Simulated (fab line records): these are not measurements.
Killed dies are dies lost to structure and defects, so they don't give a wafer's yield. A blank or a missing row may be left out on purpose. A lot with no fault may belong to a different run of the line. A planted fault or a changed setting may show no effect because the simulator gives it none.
Which tool is to blame?	flow gf180mcu	route of 602 steps, sampled at 1 step: 12 lots, 36 wafers

## WHAT THE GAUGES READ, wafer by wafer
GF_M2_CD_MEAS_14 targets a cd of 280 nm.
lot	measured	on	cd-nm (nm)
L075	day 19 12:04	cd-sem-01	280.3 279.6 280.0
L077	day 20 07:43	cd-sem-01	280.1 282.4 282.6
L079	day 21 09:52	cd-sem-02	281.3 283.3 283.0
L081	day 22 00:13	cd-sem-01	279.7 278.7 279.9
L083	day 23 01:10	cd-sem-01	281.5 280.3 280.7
L085	day 23 17:16	cd-sem-01	280.4 281.0 282.1
L087	day 24 05:23	cd-sem-02	281.8 281.3 280.8
L089	day 24 20:10	cd-sem-02	282.0 281.1 279.7
L091	day 25 09:40	cd-sem-02	280.2 281.2 280.5
L093	day 25 19:42	cd-sem-02	279.6 280.2 280.1
L095	day 26 12:25	cd-sem-02	279.8 280.6 281.6
L097	day 27 04:11	cd-sem-02	279.3 278.1 278.6

## EACH LOT AND THE TOOL THAT RAN IT (in order: tool; ch and the chambers of the sampled wafers; start)
There is no process step in the record ahead of these readings.

## THE ANSWER, worked out from the rows above alone
Rule: usual is defined by the lots themselves. Put in order of their means at a reading, lots are off if they are a third of the lots or fewer, leave a main group of 4 or more, and stand apart from it by a gap of 3 or more times the standard deviation of the main group's means; of several such gaps the widest counts. Not used: any main group whose means are identical at the precision the tables above print for the reading. A lot without any number at a reading at which 4 lots or more have one is off too. The other lots that the step has rows for count as sound.
Nothing can be told from this: no lot is off at any reading shown.

## WHAT HAD BEEN PUT IN BY THE SIMULATOR
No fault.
